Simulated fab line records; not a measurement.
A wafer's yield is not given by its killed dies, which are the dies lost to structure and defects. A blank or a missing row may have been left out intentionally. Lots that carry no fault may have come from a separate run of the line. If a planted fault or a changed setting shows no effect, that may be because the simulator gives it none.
Chamber matching -- flow sky130 -- 4 sister chambers for SKY_VIA4_ETCH_12 on rieDiel-04
The step etches SiO2 in C4F8/O2/Ar, stops on TiN, target depth 580 nm. 4 wafers are shown with their chamber, then 11 later ones without.

== WAFERS, EACH WITH ITS CHAMBER ==
wafer,chamber,oesProductAu (a.u.)
L092.1,1,0.927
L092.2,2,0.924
L092.3,0,0.928
L092.4,3,0.919

== WAFERS WITHOUT THEIR CHAMBER ==
wafer,oesProductAu (a.u.)
L092.5,0.926
L092.6,0.928
L093.2,0.916
L093.3,0.924
L093.5,0.926
L095.1,0.922
L095.2,0.920
L095.3,0.926
L095.4,0.922
L095.5,0.925
L095.6,0.930

== THE CHAMBER EACH PASSED THROUGH ==
wafer,from the rows above,in truth
L092.5,can't be placed: 1 or 0 or 2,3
L092.6,can't be placed: 0 or 1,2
L093.2,3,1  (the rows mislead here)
L093.3,can't be placed: 2 or 1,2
L093.5,can't be placed: 1 or 0 or 2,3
L095.1,can't be placed: 2 or 3 or 1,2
L095.2,can't be placed: 3 or 2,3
L095.3,can't be placed: 1 or 0 or 2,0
L095.4,can't be placed: 2 or 3 or 1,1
L095.5,can't be placed: 2 or 1 or 0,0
L095.6,can't be placed: 0 or 1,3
Correct placement for 0 of the 11. From these rows, 10 cannot be placed; in 6 the true chamber is one of the candidates. Placed wrongly: 1.
How it was worked out, from the rows above alone: a wafer's distance from a chamber is the root of the sum, over the readings, of the square of ((its reading less the chamber's mean) divided by the reading's scatter). If the next closest chamber is less than 2 further off than the closest, the wafer can't be placed; otherwise it belongs to the closest. The mean given for a chamber averages the wafers shown for that chamber. The scatter (one wafer shown for each chamber): square how far every hidden wafer sits from the nearest shown wafer, average those squares and take the square root.
